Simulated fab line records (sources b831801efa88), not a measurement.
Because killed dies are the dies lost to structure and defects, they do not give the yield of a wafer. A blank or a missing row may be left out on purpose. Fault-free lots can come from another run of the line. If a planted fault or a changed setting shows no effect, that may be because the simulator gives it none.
fab line records	flow sfq-line
record: lots: 6	wafers: 18	last-day: 88
route steps=325 shown I2@107 M3@118 I3@133 M4@148 M8@325
lots with no fault: from the same line, run without faults
start-h: the number of hours between the record's first day and the start of the first shown wafer of the lot	wait-h: time in hours since the lot's previous step	" identical to the entry in the row above	L1.1+2: a single row standing in for several wafers	- no value, or no start was given	* or withheld: withheld	< > ~ a bound
route shown NAME@n: NAME is a module with steps in the file, n the number in the route of the first one	usual: the fault-free wafers' mean and standard deviation	same: alike in all rows	chamber/n: place in a boat	sites: per-site readings	_std_site: standard deviation across them	_edge_site: inner sites' mean taken away from outer sites' mean	radius-mm: how far each site lies from the wafer's centre	mask NAME#n: copy n	behind: tool/chamber where the wafer was last shaped	hold: cause of the lot's hold/its duration in hours/its outcome	device: the n, p or np transistor that did not switch	end of line: tests run on the same wafers once the route is complete	for a step that has no rows: nothing shown but its recipe	killed: the dies lost at the first sort to structure and to defects; this is not the yield of the wafer	map: shows each die of a wafer: x if killed, . if not, _ if none is there
set.NAME: the setting the step ran with; set.NAME@STEP: the setting that earlier step ran with	model.NAME: the simulator's own value behind a step, which no gauge read
certain route steps with their lots: each step a table, each wafer a row
services: the hour from which a tool's chamber was out of use, counted from the record's first day as start-h (under 0 if before that day), plus the number of hours and why
== steps ==
step: SFQ_TRILAYER_I2_VIA_LITHO_COAT_072
recipe: resist: BARC	spin-rpm: 3000	resist-thk-nm: 62
step: SFQ_TRILAYER_I2_VIA_LITHO_COAT_067
recipe: resist: KrF	spin-rpm: 3000	resist-thk-nm: 650
step: SFQ_TRILAYER_I2_VIA_LITHO_SOFTBAKE_071
recipe: temp-c: withheld	time-s: withheld	resist: KrF
step: SFQ_TRILAYER_I2_VIA_LITHO_EXPOSE_068
recipe: mask-id: I2	na: 0.6	source-shape: conventional	sigma-outer: 0.65	target-cd-nm: 500	dose-mj: 21.3
step: SFQ_TRILAYER_I2_VIA_LITHO_PEB_070
recipe: peb-temp-c: 115	peb-time-s: 60	resist: KrF
step: SFQ_TRILAYER_I2_VIA_LITHO_DEVELOP_069
recipe: time-s: 60	resist: KrF
step: SFQ_I2_OVL_MEAS_918
usual: I2_OVL: 1/4.9
lot.wafer	tool	chamber	start-h	wait-h	I2_OVL[nm]
L164.1	overlay-02	-	917.87	0.1	-3
L164.2	"	-	"	"	-3
L164.5	"	-	"	"	-1
L172.1	overlay-01	-	969.91	0.1	0
L172.2	"	-	"	"	5
L172.5	"	-	"	"	1
L174.4	overlay-01	-	986.73	0.1	-8
L174.5	"	-	"	"	1
L174.6	"	-	"	"	-4
L179.1	overlay-01	-	1161.06	0.1	-7
L179.4	"	-	"	"	-6
L179.5	"	-	"	"	-5
L183.3	overlay-01	-	1183.92	0.1	1
L183.5	"	-	"	"	0
L183.6	"	-	"	"	-4
L184.3	overlay-01	-	1188.72	0.1	-1
L184.4	"	-	"	"	-1
L184.6	"	-	"	"	-2
step: SFQ_TRILAYER_I2_VIA_BARC_OPEN_VIA_ETCH_096
recipe: mask-material: PR	chemistry: O2	target-depth-nm: 125	target: BARC	source-w: 500	bias-w: 80	pressure-mtorr: 30	time-s: 41.7
usual: bias-w: 79.97/0.22	drypump-motor-current-A: 5.7/0.61	oes-product-au: 0.685/0.0044
same: time-s: 41.7
lot.wafer	tool	chamber	start-h	wait-h	bias-w	drypump-motor-current-A	oes-product-au	rf-hours-counter-h
L164.1	rie-diel-04	1	917.91	0.0	80.05	5.3	0.684	5
L164.2	"	3	"	"	80.06	6.6	0.689	7
L164.5	"	1	"	"	79.91	5.3	0.686	-
L172.1	rie-diel-04	0	969.94	0.0	80.14	5.4	0.681	7
L172.2	"	1	"	"	79.58	5.3	0.686	7
L172.5	"	2	"	"	80.16	5.5	0.687	-
L174.4	rie-diel-04	1	986.74	0.0	80.27	5.3	0.688	7
L174.5	"	3	"	"	79.76	6.6	0.686	-
L174.6	"	0	"	"	80.06	5.4	0.676	-
L179.1	rie-diel-04	2	1161.09	0.0	80.09	5.5	0.688	3
L179.4	"	1	"	"	80.04	5.3	0.689	8
L179.5	"	2	"	"	80.16	5.5	0.680	-
L183.3	rie-diel-01	0	1183.94	0.0	80.19	5.2	0.686	13
L183.5	"	0	"	"	79.70	5.3	0.684	-
L183.6	"	2	"	"	79.92	6.7	0.680	-
L184.3	rie-diel-02	3	1188.74	0.0	79.91	5.7	0.684	2
L184.4	"	2	"	"	80.38	5.4	0.689	12
L184.6	"	1	"	"	80.33	5.2	0.681	-
step: SFQ_TRILAYER_I2_VIA_ETCH_VIA_ETCH_070
recipe: target: SiO2	stop-on: Nb	mask-material: PR	taper-deg: 20	chemistry: CHF3	target-depth-nm: 260	source-w: 500	bias-w: 80	pressure-mtorr: 30	time-s: withheld
usual: bias-w: 79.99/0.24	drypump-motor-current-A: 5.7/0.6	oes-product-au: 0.854/0.0046
lot.wafer	tool	chamber	start-h	wait-h	bias-w	drypump-motor-current-A	oes-product-au
L164.1	rie-diel-04	1	917.95	0.0	79.88	5.3	0.848
L164.2	"	3	"	"	80.07	6.6	0.850
L164.5	"	1	"	"	79.96	5.3	0.855
L172.1	rie-diel-04	0	969.98	0.0	80.23	5.4	0.861
L172.2	"	1	"	"	80.01	5.3	0.845
L172.5	"	2	"	"	79.68	5.5	0.849
L174.4	rie-diel-04	1	986.78	0.0	80.26	5.3	0.847
L174.5	"	3	"	"	79.72	6.6	0.856
L174.6	"	0	"	"	79.99	5.4	0.853
L179.1	rie-diel-04	2	1161.13	0.0	80.16	5.5	0.861
L179.4	"	1	"	"	79.97	5.3	0.858
L179.5	"	2	"	"	79.82	5.5	0.859
L183.3	rie-diel-01	0	1183.98	0.0	79.94	5.3	0.851
L183.5	"	0	"	"	80.34	5.3	0.860
L183.6	"	2	"	"	80.57	6.7	0.861
L184.3	rie-diel-02	3	1188.78	0.0	80.00	5.7	0.856
L184.4	"	2	"	"	79.90	5.3	0.853
L184.6	"	1	"	"	79.70	5.2	0.849
step: SFQ_TRILAYER_I2_VIA_STRIP_STRIP_071
recipe: gas: O2	power-w: 200	platen-temp-c: 40	overash-fraction: 0.65	chemistry: O2	pressure-mtorr: 50
usual: drypump-motor-current-A: 5.8/0.35	oes-product-au: 0.997/0.009
lot.wafer	tool	chamber	start-h	wait-h	drypump-motor-current-A	oes-product-au	rf-hours-counter-h
L164.1	rie-metal-02	1	918.06	-	5.4	0.991	68
L164.2	"	0	"	"	5.7	0.990	22
L164.5	"	1	"	"	5.4	1.003	-
L172.1	rie-metal-02	0	970.10	-	5.8	0.986	30
L172.2	"	0	"	"	5.7	0.993	-
L172.5	"	0	"	"	5.8	0.995	-
L174.4	rie-metal-02	1	987.10	-	5.4	0.991	-
L174.5	"	0	"	"	5.7	0.995	-
L174.6	"	1	"	"	5.4	1.002	-
L179.1	rie-metal-02	0	1161.25	-	5.7	1.006	52
L179.4	"	1	"	"	5.4	1.003	-
L179.5	"	1	"	"	5.4	0.992	-
L183.3	rie-metal-01	1	1184.30	-	5.6	1.001	-
L183.5	"	0	"	"	5.6	1.004	-
L183.6	"	1	"	"	5.6	1.006	-
L184.3	rie-metal-03	0	1189.10	-	6.5	0.992	-
L184.4	"	1	"	"	6.0	1.007	-
L184.6	"	1	"	"	6.0	1.002	-
step: SFQ_TRILAYER_I2_VIA_STRIP_SOLV_CLEAN_072
recipe: chemistry: NMP	temp-c: 70	time-s: 600
step: SFQ_TRILAYER_M3_DEP_PRE_CLEAN_074
recipe: gas: Ar	time-s: 22.5	bias-v: 250
step: SFQ_TRILAYER_M3_DEP_SPUTTER_073
recipe: material: Nb	base-pressure-pa: 1.33e-06	chamber-pressure-pa: 0.1333	substrate-temp-c: 20	resputter-cathode-voltage-v: 400	target-thk-nm: 200	power-w: 2000	time-s: 133.3
usual: base-pressure-pa: 1.33e-06/9e-08	throttle-valve-pct: 29.5/0.84
lot.wafer	tool	chamber	start-h	wait-h	base-pressure-pa	throttle-valve-pct	model.Nb_of_TRILAYER_M3_DEP_SPUTTER_073.thk-nm
L164.1	pvd-sputter-03	-	918.86	0.0	1.33e-06	30.2	199.8
L164.2	"	-	"	"	1.39e-06	29.1	200.6
L164.5	"	-	"	"	1.34e-06	30.5	199.1
L172.1	pvd-sputter-05	-	971.52	0.0	1.23e-06	28.4	286.3
L172.2	"	-	"	"	1.41e-06	30.3	197.8
L172.5	"	-	"	"	1.46e-06	30.0	198.1
L174.4	pvd-sputter-05	-	987.70	0.0	1.5e-06	29.9	197.5
L174.5	"	-	"	"	1.31e-06	29.1	194
L174.6	"	-	"	"	1.32e-06	28.2	284
L179.1	pvd-sputter-05	-	1162.07	0.0	1.35e-06	30.3	201.2
L179.4	"	-	"	"	1.34e-06	29.7	199.3
L179.5	"	-	"	"	1.47e-06	30.0	197.8
L183.3	pvd-sputter-04	-	1184.90	0.0	1.25e-06	29.7	200.1
L183.5	"	-	"	"	1.08e-06	27.6	202
L183.6	"	-	"	"	1.35e-06	29.4	200.2
L184.3	pvd-sputter-03	-	1189.70	0.0	1.33e-06	30.0	199
L184.4	"	-	"	"	1.41e-06	28.9	199.2
L184.6	"	-	"	"	1.18e-06	29.1	204.7
step: SFQ_M3_RS_MEAS_919
recipe: thk-meas-gauge: four-point-probe	reads: Nb_of_TRILAYER_M3_DEP_SPUTTER_073
usual: M3_NB_RS: 0.896/0.0092
lot.wafer	tool	chamber	start-h	wait-h	M3_NB_RS[ohm/sq]
L164.1	film-metro-02	-	918.95	0.0	0.891
L164.2	"	-	"	"	0.887
L164.5	"	-	"	"	0.896
L172.1	film-metro-02	-	971.61	0.0	0.619
L172.2	"	-	"	"	0.897
L172.5	"	-	"	"	0.898
L174.4	film-metro-01	-	987.85	0.1	0.903
L174.5	"	-	"	"	0.917
L174.6	"	-	"	"	0.624
L179.1	film-metro-01	-	1162.16	0.0	0.884
L179.4	"	-	"	"	0.895
L179.5	"	-	"	"	0.901
L183.3	film-metro-03	-	1185.03	0.1	0.890
L183.5	"	-	"	"	0.881
L183.6	"	-	"	"	0.890
L184.3	film-metro-01	-	1189.83	0.1	0.897
L184.4	"	-	"	"	0.895
L184.6	"	-	"	"	0.871
step: SFQ_TRILAYER_M3_LITHO_COAT_080
recipe: resist: BARC	spin-rpm: 3000	resist-thk-nm: 62
step: SFQ_TRILAYER_M3_LITHO_COAT_075
recipe: resist: KrF	spin-rpm: 3000	resist-thk-nm: 600
step: SFQ_TRILAYER_M3_LITHO_SOFTBAKE_079
recipe: temp-c: withheld	time-s: withheld	resist: KrF
step: SFQ_TRILAYER_M3_LITHO_EXPOSE_076
recipe: mask-id: M3	na: 0.6	source-shape: conventional	sigma-outer: 0.65	target-cd-nm: 500	dose-mj: 14.4
step: SFQ_TRILAYER_M3_LITHO_PEB_078
recipe: peb-temp-c: 115	peb-time-s: 60	resist: KrF
step: SFQ_TRILAYER_M3_LITHO_DEVELOP_077
recipe: time-s: 60	resist: KrF
step: SFQ_M3_OVL_MEAS_921
usual: M3_OVL: 1/6
lot.wafer	tool	chamber	start-h	wait-h	M3_OVL[nm]
L164.1	overlay-02	-	921.38	0.1	-1
L164.2	"	-	"	"	-5
L164.5	"	-	"	"	-5
L172.1	overlay-02	-	1123.11	0.1	7
L172.2	"	-	"	"	7
L172.5	"	-	"	"	-1
L174.4	overlay-02	-	1127.93	0.1	7
L174.5	"	-	"	"	5
L174.6	"	-	"	"	7
L179.1	overlay-01	-	1227.11	0.1	2
L179.4	"	-	"	"	-4
L179.5	"	-	"	"	-1
L183.3	overlay-02	-	1258.24	0.1	-4
L183.5	"	-	"	"	-8
L183.6	"	-	"	"	-1
L184.3	overlay-02	-	1263.04	0.1	9
L184.4	"	-	"	"	3
L184.6	"	-	"	"	1
step: SFQ_TRILAYER_M3_BARC_OPEN_METAL_ETCH_100
recipe: mask-material: PR	chemistry: O2	target-depth-nm: 125	target: BARC	icp-w: 600	bias-w: 80	pressure-mtorr: 10	time-s: 41.7
step: SFQ_TRILAYER_M3_ETCH_METAL_ETCH_078
recipe: target: Nb	stop-on: SiO2	mask-material: PR	chemistry: Cl2/Ar	target-depth-nm: 240	icp-w: 600	bias-w: 80	pressure-mtorr: 10	time-s: 120
usual: bias-w: 79.97/0.26	drypump-motor-current-A: 5.90/0.25	oes-product-au: 0.891/0.0072
same: time-s: 120
lot.wafer	tool	chamber	start-h	wait-h	bias-w	drypump-motor-current-A	oes-product-au	rf-hours-counter-h
L164.1	rie-metal-04	0	921.48	0.0	79.81	5.79	0.896	9
L164.2	"	1	"	"	80.55	5.93	0.899	2
L164.5	"	1	"	"	79.97	5.93	0.899	-
L172.1	rie-metal-04	1	1123.20	0.0	79.67	5.94	0.997	26
L172.2	"	0	"	"	80.29	5.82	0.884	34
L172.5	"	0	"	"	79.83	5.79	0.879	-
L174.4	rie-metal-01	0	1128.04	0.1	79.53	5.59	0.884	-
L174.5	"	0	"	"	79.76	5.58	0.881	-
L174.6	"	1	"	"	80.42	5.60	0.998	-
L179.1	rie-metal-04	0	1227.20	0.0	80.29	5.78	0.905	54
L179.4	"	1	"	"	79.89	5.95	0.891	-
L179.5	"	0	"	"	80.18	5.76	0.891	-
L183.3	rie-metal-04	0	1258.36	0.1	80.10	5.79	0.891	-
L183.5	"	0	"	"	80.16	5.79	0.890	-
L183.6	"	1	"	"	79.65	5.93	0.895	-
L184.3	rie-metal-04	0	1263.16	0.1	79.99	5.78	0.892	-
L184.4	"	1	"	"	80.27	5.92	0.898	-
L184.6	"	0	"	"	79.99	5.77	0.911	-
step: SFQ_TRILAYER_M3_STRIP_STRIP_079
recipe: gas: O2	power-w: 200	platen-temp-c: 40	overash-fraction: 0.65	chemistry: O2	pressure-mtorr: 50
step: SFQ_TRILAYER_M3_STRIP_SOLV_CLEAN_080
recipe: chemistry: NMP	temp-c: 70	time-s: 600
step: SFQ_TRILAYER_I3_DEP_PECVD_081
recipe: material: SiO2	temp-c: 150	time-s: 111.11	pressure-torr: 2.4	rf-w: 183.3	precursor: SiH4/N2O	target-thk-nm: 500
step: SFQ_TRILAYER_I3_CMP_CMP_082
recipe: material: SiO2	down-force-psi: 3	platen-rpm: 60	pad-velocity-m-s: 0.94248
step: SFQ_I3_BOW_MEAS_922
recipe: mode: bow
usual: I3_BOW: 4/8.2
lot.wafer	tool	chamber	start-h	wait-h	I3_BOW[um]
L164.1	film-metro-02	-	926.67	1.0	4
L164.2	"	-	"	"	10
L164.5	"	-	"	"	10
L172.1	film-metro-04	-	1127.20	2.5	-4
L172.2	"	-	"	"	-7
L172.5	"	-	"	"	-11
L174.4	film-metro-03	-	1134.59	1.1	9
L174.5	"	-	"	"	20
L174.6	"	-	"	"	17
L179.1	film-metro-02	-	1269.25	2.0	9
L179.4	"	-	"	"	-2
L179.5	"	-	"	"	15
L183.3	film-metro-04	-	1300.16	2.0	-5
L183.5	"	-	"	"	4
L183.6	"	-	"	"	1
L184.3	film-metro-02	-	1303.54	2.5	8
L184.4	"	-	"	"	17
L184.6	"	-	"	"	9
step: SFQ_TRILAYER_I3_METRO_MEASURE_083
step: SFQ_TRILAYER_I3_VIA_LITHO_COAT_090
recipe: resist: BARC	spin-rpm: 3000	resist-thk-nm: 62
step: SFQ_TRILAYER_I3_VIA_LITHO_COAT_085
recipe: resist: KrF	spin-rpm: 3000	resist-thk-nm: 650
step: SFQ_TRILAYER_I3_VIA_LITHO_SOFTBAKE_089
recipe: temp-c: withheld	time-s: withheld	resist: KrF
step: SFQ_TRILAYER_I3_VIA_LITHO_EXPOSE_086
recipe: mask-id: I3	na: 0.6	source-shape: conventional	sigma-outer: 0.65	target-cd-nm: 500	dose-mj: 21.3
step: SFQ_TRILAYER_I3_VIA_LITHO_PEB_088
recipe: peb-temp-c: 115	peb-time-s: 60	resist: KrF
step: SFQ_TRILAYER_I3_VIA_LITHO_DEVELOP_087
recipe: time-s: 60	resist: KrF
step: SFQ_I3_OVL_MEAS_923
usual: I3_OVL: -1/4.8
lot.wafer	tool	chamber	start-h	wait-h	I3_OVL[nm]
L164.1	overlay-02	-	1074.43	0.1	-3
L164.2	"	-	"	"	-1
L164.5	"	-	"	"	-7
L172.1	overlay-01	-	1200.71	0.1	6
L172.2	"	-	"	"	0
L172.5	"	-	"	"	2
L174.4	overlay-02	-	1209.12	0.1	13
L174.5	"	-	"	"	8
L174.6	"	-	"	"	6
L179.1	overlay-02	-	1348.83	0.1	-2
L179.4	"	-	"	"	1
L179.5	"	-	"	"	8
L183.3	overlay-01	-	1401.64	0.1	-8
L183.5	"	-	"	"	-2
L183.6	"	-	"	"	-4
L184.3	overlay-01	-	1407.64	0.1	-2
L184.4	"	-	"	"	1
L184.6	"	-	"	"	-4
step: SFQ_TRILAYER_I3_VIA_BARC_OPEN_VIA_ETCH_121
recipe: mask-material: PR	chemistry: O2	target-depth-nm: 125	target: BARC	source-w: 500	bias-w: 80	pressure-mtorr: 30	time-s: 41.7
usual: bias-w: 80.00/0.22	drypump-motor-current-A: 5.9/0.67	oes-product-au: 0.686/0.0045
same: time-s: 41.7
lot.wafer	tool	chamber	start-h	wait-h	bias-w	drypump-motor-current-A	oes-product-au	rf-hours-counter-h
L164.1	rie-diel-04	2	1074.47	0.0	80.05	5.5	0.681	3
L164.2	"	1	"	"	80.08	5.3	0.684	8
L164.5	"	3	"	"	80.24	6.6	0.690	-
L172.1	rie-diel-04	0	1200.74	0.0	79.82	5.4	0.687	9
L172.2	"	2	"	"	79.84	5.5	0.685	5
L172.5	"	0	"	"	80.12	5.4	0.682	-
L174.4	rie-diel-04	2	1209.14	0.0	80.31	5.5	0.682	5
L174.5	"	1	"	"	80.00	5.3	0.692	-
L174.6	"	2	"	"	80.09	5.5	0.678	-
L179.1	rie-diel-01	2	1348.86	0.0	80.31	6.7	0.685	8
L179.4	"	3	"	"	80.19	6.8	0.684	12
L179.5	"	0	"	"	80.21	5.3	0.689	-
L183.3	rie-diel-01	0	1401.66	0.0	80.30	5.3	0.683	17
L183.5	"	1	"	"	80.41	4.8	0.683	-
L183.6	"	0	"	"	80.05	5.2	0.691	-
L184.3	rie-diel-04	0	1407.66	0.0	79.60	5.4	0.678	13
L184.4	"	1	"	"	80.33	5.3	0.689	13
L184.6	"	1	"	"	80.21	5.3	0.692	-
step: SFQ_TRILAYER_I3_VIA_ETCH_VIA_ETCH_088
recipe: target: SiO2	stop-on: Nb	mask-material: PR	taper-deg: 20	chemistry: CHF3	target-depth-nm: 260	source-w: 500	bias-w: 80	pressure-mtorr: 30	time-s: withheld
step: SFQ_TRILAYER_I3_VIA_STRIP_STRIP_089
recipe: gas: O2	power-w: 200	platen-temp-c: 40	overash-fraction: 0.65	chemistry: O2	pressure-mtorr: 50
usual: drypump-motor-current-A: 5.9/0.34	oes-product-au: 0.999/0.009
lot.wafer	tool	chamber	start-h	wait-h	drypump-motor-current-A	oes-product-au	rf-hours-counter-h
L164.1	rie-metal-04	1	1074.62	-	5.9	0.996	21
L164.2	"	0	"	"	5.8	0.994	29
L164.5	"	0	"	"	5.8	0.995	-
L172.1	rie-metal-04	0	1200.90	-	5.8	1.006	49
L172.2	"	1	"	"	5.9	1.004	41
L172.5	"	0	"	"	5.8	1.005	-
L174.4	rie-metal-03	1	1209.50	-	6.0	1.014	-
L174.5	"	0	"	"	6.4	0.988	-
L174.6	"	1	"	"	6.0	1.006	-
L179.1	rie-metal-04	1	1349.01	-	5.9	0.993	65
L179.4	"	0	"	"	5.8	1.004	-
L179.5	"	1	"	"	5.9	0.987	-
L183.3	rie-metal-02	1	1402.01	-	5.4	1.016	-
L183.5	"	1	"	"	5.4	1.006	-
L183.6	"	0	"	"	5.7	1.004	-
L184.3	rie-metal-02	1	1408.21	-	5.4	1.009	-
L184.4	"	1	"	"	5.4	1.002	-
L184.6	"	1	"	"	5.4	1.012	-
step: SFQ_TRILAYER_I3_VIA_STRIP_SOLV_CLEAN_090
recipe: chemistry: NMP	temp-c: 70	time-s: 600
step: SFQ_TRILAYER_M4_DEP_PRE_CLEAN_092
recipe: gas: Ar	time-s: 22.5	bias-v: 250
step: SFQ_M8_BOW_MEAS_951
recipe: mode: bow
usual: M8_BOW: 9/7.9
lot.wafer	tool	chamber	start-h	wait-h	M8_BOW[um]	model.etest.m3.comb-log10-ohm	model.etest.m3.ohm-sq
L164.1	film-metro-04	-	2009.51	0.0	2	12	0.8909
L164.2	"	-	"	"	8	12	0.8877
L164.5	"	-	"	"	8	12	0.8944
L172.1	film-metro-02	-	2025.67	0.0	11	0	0.6218
L172.2	"	-	"	"	7	12	0.9002
L172.5	"	-	"	"	2	12	0.8988
L174.4	film-metro-02	-	2028.13	0.1	10	12	0.9014
L174.5	"	-	"	"	20	12	0.9179
L174.6	"	-	"	"	18	0	0.6269
L179.1	film-metro-01	-	2064.32	0.0	15	12	0.8848
L179.4	"	-	"	"	4	12	0.8935
L179.5	"	-	"	"	21	12	0.9003
L183.3	film-metro-02	-	2095.16	0.0	1	12	0.8899
L183.5	"	-	"	"	11	12	0.8814
L183.6	"	-	"	"	8	12	0.8892
L184.3	film-metro-02	-	2114.95	0.0	10	12	0.8946
L184.4	"	-	"	"	17	12	0.8936
L184.6	"	-	"	"	10	12	0.8697
== services ==
tool	chamber	start-h	hours	kind
rie-diel-01	3	896.08	6.3	repair
rie-diel-04	2	914.53	7.9	repair
rie-metal-04	-	915.31	2.8	pm
rie-diel-04	-	923.37	0.6	repair
rie-diel-04	0	926.01	2.6	repair
rie-diel-01	0	948.08	7.6	repair
rie-diel-04	-	960.19	0.8	repair
rie-metal-02	1	965.01	9.9	repair
rie-diel-04	-	998.22	1.0	repair
rie-metal-02	-	1007.22	1.4	pm
rie-metal-02	0	1009.54	15.0	repair
rie-diel-04	-	1010.44	0.6	repair
rie-metal-04	1	1059.76	7.1	repair
rie-metal-04	-	1082.37	1.4	repair
rie-diel-04	3	1082.51	7.5	repair
rie-diel-04	-	1182.89	0.7	repair
rie-metal-02	-	1235.24	1.6	repair
rie-metal-04	1	1246.41	6.7	repair
rie-metal-02	-	1249.84	0.1	repair
rie-diel-04	1	1253.54	4.1	repair
rie-diel-04	3	1288.87	3.8	repair
rie-diel-04	0	1337.39	19.5	repair
rie-metal-04	-	1391.62	0.8	repair
rie-metal-02	0	1404.21	4.0	repair
== key ==
first-sign: step: SFQ_M3_RS_MEAS_919	reading: M3_NB_RS	direction: down	sigmas: 30	usual: 0.896	struck: 0.622
effect: step: SFQ_TRILAYER_M3_ETCH_METAL_ETCH_078	reading: oes-product-au	direction: up	sigmas: 15	usual: 0.891	struck: 0.997
model-effect: step: SFQ_TRILAYER_M3_DEP_SPUTTER_073	value: Nb_of_TRILAYER_M3_DEP_SPUTTER_073.thk-nm	without: 198.4	struck: 285.2
model-effect: step: SFQ_M8_BOW_MEAS_951	value: etest.m3.comb-log10-ohm	without: 12	struck: 0
met-at SFQ_TRILAYER_M3_DEP_SPUTTER_073
struck-wafers L172.1,L174.6
fault: kind: process-parameter-drift	tool: pvd-sputter-05	chamber: -	onset-h: 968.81	steps: SFQ_TRILAYER_M3_DEP_SPUTTER_073	channel: target-thk-nm	offset: 86.81	shape: step	end-h: 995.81	acts-in: these-recipes-only	stated: 200	scope: struck-wafers-only
